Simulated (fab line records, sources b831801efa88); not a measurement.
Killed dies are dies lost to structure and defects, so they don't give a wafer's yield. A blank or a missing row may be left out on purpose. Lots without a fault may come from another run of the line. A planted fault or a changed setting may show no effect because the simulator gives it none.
fab line records | flow sky130
record lots=11 wafers=33 last_day=50
route steps=708 shown LI_CONTACT@382 LOCAL_INTERCONNECT@402 CONTACT@406 PAD_OPEN@708
lots that met no fault: from a run of the same line without faults
start_h: hours from the record's first day to the start of the lot's first wafer shown | wait_h: hours since the lot's step before | " the same as in the row above | L1.1+2: a row that stands for several wafers | - no value, or no start given | * or withheld: withheld | < > ~ a bound
route shown NAME@n: a module of which the file shows steps, and the number in the route of the first | usual: mean/standard deviation of fault-free wafers | same: alike in all rows | chamber/n: place in a boat | sites: the reading at each site | _std_site: their standard deviation | _edge_site: outer sites' mean less inner sites' | radius_mm: how far each site lies from the wafer's centre | mask NAME#n: copy n | behind: the tool/chamber that last shaped the wafer | hold: why the lot was held/for how many hours/how that ended | device: the transistor (n, p or np) that didn't switch | end of line: the same wafers' tests at the end of the route | a step without rows: its recipe alone | killed: dies lost to structure and defects at the first sort, not the wafer's yield | map: a wafer's dies, x killed, . not, _ none there
set.NAME: the setting as run; set.NAME@STEP: as run at that earlier step | model.NAME: the simulator's own value behind a step, which no gauge read
steps of the route over a sample of lots; a table a step, a row a wafer
services: from which hour (start_h, from the record's first day; less than 0 if before it) a tool's chamber was out of use, for how many hours, and why
## steps
# step SKY_LI_CONTACT_SPUTTER_20
# recipe material=TiN target_thk_nm=20 chamber_pressure_pa=5 power_w=4000 time_s=80
# usual throttle_valve_pct=29.7/0.88
# columns lot.wafer tool chamber start_h wait_h throttle_valve_pct
L215.3 pvd_sputter-02 - 684.60 0.0 28.2
L215.5 " - " " 30.0
L215.6 " - " " 28.5
L216.2 pvd_sputter-04 - 686.98 0.0 29.6
L216.3 " - " " 30.4
L216.5 " - " " 29.6
L219.1 pvd_sputter-02 - 716.83 0.0 28.5
L219.2 " - " " 30.2
L219.6 " - " " 29.2
L220.1 pvd_sputter-04 - 718.01 0.0 30.5
L220.5 " - " " 30.4
L220.6 " - " " 29.6
L222.1 pvd_sputter-04 - 731.36 0.0 28.9
L222.3 " - " " 29.9
L222.6 " - " " 31.2
L223.3 pvd_sputter-02 - 743.56 0.0 29.9
L223.4 " - " " 28.2
L223.6 " - " " 29.8
L225.1 pvd_sputter-04 - 747.68 0.0 31.2
L225.2 " - " " 29.9
L225.3 " - " " 28.8
L226.1 pvd_sputter-03 - 784.75 0.0 28.7
L226.2 " - " " 29.9
L226.5 " - " " 28.6
L234.1 pvd_sputter-02 - 820.06 0.0 29.8
L234.2 " - " " 30.1
L234.6 " - " " 29.7
L236.1 pvd_sputter-03 - 842.48 0.0 28.5
L236.2 " - " " 30.2
L236.5 " - " " 30.3
L238.2 pvd_sputter-02 - 851.80 0.0 29.9
L238.4 " - " " 29.4
L238.5 " - " " 28.4
# step SKY_LOCAL_INTERCONNECT_STRIP_15
# recipe chemistry=O2/N2 power_w=1400 pressure_mtorr=1500 platen_temp_c=withheld o2_flow_sccm=3000 n2_flow_sccm=300 overash_fraction=0.5
# usual drypump_motor_current_A=5.4/0.37 oes_product_au=0.427/0.0048 strip_time_to_endpoint_s=4.729/0.019
# columns lot.wafer tool chamber start_h wait_h drypump_motor_current_A oes_product_au rf_hours_counter_h strip_time_to_endpoint_s
L215.3 plasma_asher-02 0 713.77 0.1 4.9 0.437 - 4.776
L215.5 " 0 " " 4.9 0.426 - 4.739
L215.6 " 1 " " 5.7 0.425 - 4.765
L216.2 plasma_asher-04 0 715.20 0.0 5.1 0.427 54 4.737
L216.3 " 0 " " 5.1 0.425 - 4.738
L216.5 " 1 " " 5.4 0.424 - 4.765
L219.1 plasma_asher-02 1 744.35 0.0 5.7 0.435 95 4.750
L219.2 " 0 " " 4.9 0.420 95 4.769
L219.6 " 0 " " 5.0 0.417 - 4.748
L220.1 plasma_asher-03 1 746.34 0.0 5.3 0.416 0 4.721
L220.5 " 0 " " 6.1 0.437 - 4.730
L220.6 " 1 " " 5.3 0.431 - 4.735
L222.1 plasma_asher-03 1 759.70 0.0 5.3 0.427 2 4.749
L222.3 " 1 " " 5.3 0.435 - 4.762
L222.6 " 1 " " 5.3 0.425 - 4.755
L223.3 plasma_asher-04 1 771.77 0.1 5.4 0.431 - 4.730
L223.4 " 0 " " 5.1 0.425 - 4.728
L223.6 " 1 " " 5.4 0.419 - 4.726
L225.1 plasma_asher-03 0 775.00 0.0 6.1 0.434 3 4.728
L225.2 " 1 " " 5.3 0.430 3 4.741
L225.3 " 0 " " 6.1 0.426 - 4.732
L226.1 plasma_asher-04 1 811.88 0.0 5.4 0.427 64 4.734
L226.2 " 0 " " 5.1 0.431 64 4.740
L226.5 " 1 " " 5.4 0.425 - 4.742
L234.1 plasma_asher-03 1 847.75 0.0 5.3 0.433 10 4.717
L234.2 " 0 " " 6.1 0.430 10 4.714
L234.6 " 1 " " 5.3 0.427 - 4.737
L236.1 plasma_asher-03 0 867.94 0.0 6.1 0.426 12 4.695
L236.2 " 1 " " 5.3 0.422 12 4.695
L236.5 " 1 " " 5.3 0.425 - 4.692
L238.2 plasma_asher-04 0 878.30 0.0 5.1 0.423 71 4.714
L238.4 " 1 " " 5.4 0.423 - 4.702
L238.5 " 0 " " 5.1 0.437 - 4.709
# step SKY_CONTACT_CVD_00
# recipe material=Si3N4 target_thk_nm=75 temp_c=400 time_s=withheld rf_w=450
# usual heater_power_w=722/63
# columns lot.wafer tool chamber start_h wait_h heater_power_w
L215.3 pecvd-02 2 714.33 0.0 640
L215.5 " 0 " " 734
L215.6 " 2 " " 648
L216.2 pecvd-01 2 715.79 0.0 711
L216.3 " 1 " " 710
L216.5 " 1 " " 726
L219.1 pecvd-02 1 744.94 0.0 782
L219.2 " 0 " " 698
L219.6 " 2 " " 747
L220.1 pecvd-01 2 746.97 0.0 742
L220.5 " 1 " " 787
L220.6 " 0 " " 756
L222.1 pecvd-02 2 760.30 0.0 754
L222.3 " 1 " " 676
L222.6 " 0 " " 758
L223.3 pecvd-01 0 772.37 0.0 740
L223.4 " 0 " " 714
L223.6 " 1 " " 815
L225.1 pecvd-01 0 775.59 0.0 740
L225.2 " 2 " " 652
L225.3 " 1 " " 798
L226.1 pecvd-03 2 812.99 0.0 696
L226.2 " 0 " " 668
L226.5 " 0 " " 671
L234.1 pecvd-01 0 848.34 0.0 756
L234.2 " 2 " " 668
L234.6 " 0 " " 761
L236.1 pecvd-02 0 868.56 0.0 715
L236.2 " 1 " " 736
L236.5 " 1 " " 708
L238.2 pecvd-03 1 878.89 0.0 811
L238.4 " 1 " " 785
L238.5 " 0 " " 616
# step SKY_CONTACT_HDPCVD_02
# recipe material=SiO2 target_thk_nm=565 sigma_open_frac=0.3 time_s=94.2 temp_c=600 sih4_flow_sccm=60 pressure_mtorr=6
# usual sih4_flow_sccm=59.98/0.18
# columns lot.wafer tool chamber start_h wait_h sih4_flow_sccm
L215.3 hdpcvd-01 0 714.43 0.0 60.39
L215.5 " 2 " " 59.96
L215.6 " 1 " " 60.03
L216.2 hdpcvd-01 1 715.89 0.0 59.87
L216.3 " 2 " " 59.87
L216.5 " 2 " " 60.14
L219.1 hdpcvd-02 2 745.04 0.1 59.94
L219.2 " 1 " " 60.21
L219.6 " 0 " " 59.59
L220.1 hdpcvd-02 1 747.06 0.1 60.01
L220.5 " 1 " " 60.00
L220.6 " 0 " " 60.15
L222.1 hdpcvd-02 1 760.39 0.1 59.91
L222.3 " 2 " " 59.98
L222.6 " 2 " " 59.73
L223.3 hdpcvd-02 0 772.47 0.0 59.87
L223.4 " 0 " " 60.22
L223.6 " 2 " " 60.26
L225.1 hdpcvd-02 1 775.68 0.1 59.94
L225.2 " 0 " " 47.91
L225.3 " 2 " " 59.86
L226.1 hdpcvd-02 0 813.10 0.1 48.00
L226.2 " 1 " " 59.79
L226.5 " 1 " " 59.94
L234.1 hdpcvd-01 1 848.44 0.1 60.02
L234.2 " 2 " " 60.29
L234.6 " 1 " " 60.08
L236.1 hdpcvd-02 2 868.66 0.1 60.31
L236.2 " 0 " " 60.01
L236.5 " 0 " " 59.76
L238.2 hdpcvd-02 0 878.99 0.0 60.09
L238.4 " 1 " " 60.05
L238.5 " 0 " " 60.30
# step SKY_CONTACT_THK_MEAS_03
# recipe reads=SiO2_of_CONTACT_HDPCVD_02
# usual CONTACT_HDPCVD_THK=563/4.9
# columns lot.wafer tool chamber start_h wait_h hold CONTACT_HDPCVD_THK[nm]
L215.3 film_metro-03 - 714.51 0.1 - 565
L215.5 " - " " - 559
L215.6 " - " " - 563
L216.2 film_metro-04 - 715.97 0.0 - 559
L216.3 " - " " - 556
L216.5 " - " " - 555
L219.1 film_metro-03 - 745.11 0.0 - 556
L219.2 " - " " - 567
L219.6 " - " " - 558
L220.1 film_metro-04 - 747.13 0.0 - 560
L220.5 " - " " - 564
L220.6 " - " " - 561
L222.1 film_metro-01 - 760.46 0.0 - 557
L222.3 " - " " - 563
L222.6 " - " " - 562
L223.3 film_metro-03 - 772.55 0.1 - 555
L223.4 " - " " - 556
L223.6 " - " " - 566
L225.1 film_metro-04 - 775.75 0.0 await_dispo/0.2h/release 569
L225.2 " - " " await_dispo/0.2h/release 444
L225.3 " - " " await_dispo/0.2h/release 566
L225.1 film_metro-04 - 775.98 0.2 - 569
L225.2 " - " " - 444
L225.3 " - " " - 566
L226.1 film_metro-04 - 813.17 0.0 await_dispo/0.2h/release 453
L226.2 " - " " await_dispo/0.2h/release 566
L226.5 " - " " await_dispo/0.2h/release 560
L226.1 film_metro-04 - 813.40 0.2 - 454
L226.2 " - " " - 566
L226.5 " - " " - 560
L234.1 film_metro-03 - 848.51 0.0 - 558
L234.2 " - " " - 553
L234.6 " - " " - 557
L236.1 film_metro-01 - 868.73 0.0 - 568
L236.2 " - " " - 563
L236.5 " - " " - 565
L238.2 film_metro-04 - 879.07 0.0 - 561
L238.4 " - " " - 563
L238.5 " - " " - 561
# step SKY_CONTACT_CMP_04
# recipe material=SiO2 down_force_psi=4 platen_rpm=60 pad_velocity_m_s=0.94248
# usual motor_current_A=11.4/0.69 retaining_ring_pressure_frac=1.000/0.0051 time_to_endpoint_s=83/3.5
# columns lot.wafer tool chamber start_h wait_h hold motor_current_A retaining_ring_pressure_frac time_to_endpoint_s
L215.3 cmp-02 3 714.65 0.1 - 11.6 0.997 78
L215.5 " 1 " " - 10.8 1.001 77
L215.6 " 2 " " - 11.8 0.994 84
L216.2 cmp-02 1 716.10 0.1 - 11.1 0.999 79
L216.3 " 0 " " - 10.3 1.001 78
L216.5 " 2 " " - 11.9 1.001 76
L219.2 cmp-01 0 745.26 0.1 - 12.1 1.008 88
L219.1 " 1 " " - 11.5 0.994 84
L219.6 " 0 " " - 12.1 1.005 85
L220.1 cmp-01 1 747.29 0.1 - 11.0 1.000 86
L220.6 " 3 " " - 12.2 1.004 85
L220.5 " 0 " " - 11.4 0.994 86
L222.1 cmp-01 2 760.52 0.1 - 11.3 1.000 81
L222.3 " 3 " " - 12.1 1.003 87
L222.6 " 2 " " - 11.5 0.999 82
L223.3 cmp-01 2 772.59 0.0 - 11.3 1.007 78
L223.4 " 3 " " - 12.5 1.004 87
L223.6 " 2 " " - 11.1 1.015 85
L225.1 cmp-02 0 777.11 1.1 await_dispo/1.1h/release 10.6 1.003 89
L225.3 " 2 " " await_dispo/1.1h/release 11.2 0.998 83
L225.2 " 3 " " await_dispo/1.1h/release 10.6 0.993 39
L226.2 cmp-02 0 817.44 4.0 await_dispo/3.9h/release 10.6 1.008 80
L226.1 " 1 " " await_dispo/3.9h/release 11.3 0.991 34
L226.5 " 3 " " await_dispo/3.9h/release 10.8 0.996 75
L234.2 cmp-01 3 848.57 0.0 - 12.0 0.999 81
L234.1 " 1 " " - 10.0 1.005 81
L234.6 " 3 " " - 12.2 0.997 82
L236.1 cmp-01 1 868.79 0.1 - 11.0 1.001 89
L236.2 " 0 " " - 12.4 0.995 81
L236.5 " 1 " " - 10.5 0.994 84
L238.4 cmp-01 1 879.22 0.1 - 10.7 1.008 88
L238.2 " 2 " " - 12.0 0.996 85
L238.5 " 3 " " - 12.6 1.004 87
# step SKY_PAD_OPEN_PROBE_99
# usual killed_at_M0_to_M3=44/7.3 killed_at_M4_up=3.0/1.9 killed_at_contacts=24/5 killed_at_front_end=16/4.5 killed_at_other=0.3/0.46 killed_dies=87/10 killed_open=47/8.3 killed_short=39/6.4
# same gross_dies=492 killed_at_back_side=0
# columns lot.wafer tool chamber start_h wait_h killed_at_M0_to_M3 killed_at_M4_up killed_at_contacts killed_at_front_end killed_at_other killed_dies killed_open killed_short
L219.1 prober-01 - 1102.73 0.1 57 1 31 14 0 103 64 39
L219.2 prober-01 - 1102.78 0.1 43 1 22 14 0 80 44 36
L219.6 prober-01 - 1102.98 0.2 55 1 24 10 1 91 54 37
L236.2 prober-02 - 1189.24 0.1 38 7 20 16 1 82 47 35
# killed by level:class
L219.1 CONTACT:geometric_particle:open=11 VIA1:geometric_particle:open=11 VIA3:geometric_particle:open=11 VIA2:geometric_particle:open=9 METAL1:geometric_particle:short=8 LI_CONTACT:geometric_particle:open=8 CONTACT:geometric_particle:short=7 METAL2:geometric_particle:short=5
L219.2 VIA1:geometric_particle:open=11 CONTACT:geometric_particle:open=10 VIA1:geometric_particle:short=6 VIA2:geometric_particle:open=6 LI_CONTACT:geometric_particle:open=5 VIA3:geometric_particle:open=5 METAL3:geometric_particle:short=4 FIELD_ISO:geometric_particle:short=3
L219.6 VIA1:geometric_particle:open=12 VIA3:geometric_particle:open=10 CONTACT:geometric_particle:open=10 LI_CONTACT:geometric_particle:open=6 VIA2:geometric_particle:open=6 METAL1:geometric_particle:short=6 VIA1:geometric_particle:short=6 POLY_GATE:geometric_particle:short=4
L236.2 CONTACT:geometric_particle:open=11 VIA2:geometric_particle:open=9 FIELD_ISO:geometric_particle:open=7 VIA1:geometric_particle:open=6 METAL4:geometric_particle:short=6 FIELD_ISO:geometric_particle:short=4 METAL1:geometric_particle:short=4 METAL2:geometric_particle:short=4
## services
# columns tool chamber start_h hours kind
cmp-01 - 661.40 1.8 repair
pecvd-01 - 666.25 5.5 pm
pvd_sputter-04 - 673.79 5.4 repair
cmp-02 - 676.88 1.2 repair
pecvd-02 - 678.78 0.8 repair
pecvd-01 2 687.19 17.4 repair
cmp-01 - 709.21 8.1 repair
cmp-01 - 709.36 1.7 repair
plasma_asher-03 - 712.16 11.0 repair
cmp-02 - 717.50 4.7 pm
plasma_asher-03 - 721.15 3.4 repair
cmp-01 - 731.16 2.5 repair
plasma_asher-03 - 733.75 9.0 pm
cmp-02 - 744.23 4.0 pm
pvd_sputter-02 - 766.11 1.9 repair
plasma_asher-03 - 798.01 4.9 repair
hdpcvd-02 - 812.02 0.8 repair
hdpcvd-02 - 823.59 2.8 pm
pecvd-02 2 824.82 2.7 repair
hdpcvd-02 - 826.34 14.6 pm
cmp-01 - 836.08 3.1 repair
pvd_sputter-02 - 837.47 10.3 repair
plasma_asher-03 - 871.62 6.3 repair
plasma_asher-03 - 877.91 10.0 pm
## key
first_sign step=SKY_CONTACT_HDPCVD_02 reading=sih4_flow_sccm direction=down sigmas=65 usual=59.98 struck=47.96
effect step=SKY_CONTACT_THK_MEAS_03 reading=visit direction=added
effect step=SKY_CONTACT_THK_MEAS_03 reading=CONTACT_HDPCVD_THK direction=down sigmas=24 usual=563 struck=449
effect step=SKY_CONTACT_CMP_04 reading=time_to_endpoint_s direction=down sigmas=13 usual=* struck=*
met_at SKY_CONTACT_HDPCVD_02
struck_lots L225,L226
struck_wafers L225.2,L226.1
tester_left_out L225,L226
not_acting_at SKY_LI_CONTACT_SPUTTER_20,SKY_LOCAL_INTERCONNECT_STRIP_15,SKY_CONTACT_CVD_00
onset_between 772.47 775.68
fault kind=process_parameter_drift tool=hdpcvd-02 chamber=0 onset_h=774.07 steps=SKY_CONTACT_HDPCVD_02 channel=sih4_flow_sccm offset=-12 shape=step end_h=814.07 acts_in=these_recipes_only stated=60
# tester_left_out: of these lots the tester's yield and bins aren't shown, on N5 and GAA mostly nor the transistor test; their killed dies are dies lost to structure and defects alone, not to doping, threshold or leakage, so they don't give the yield
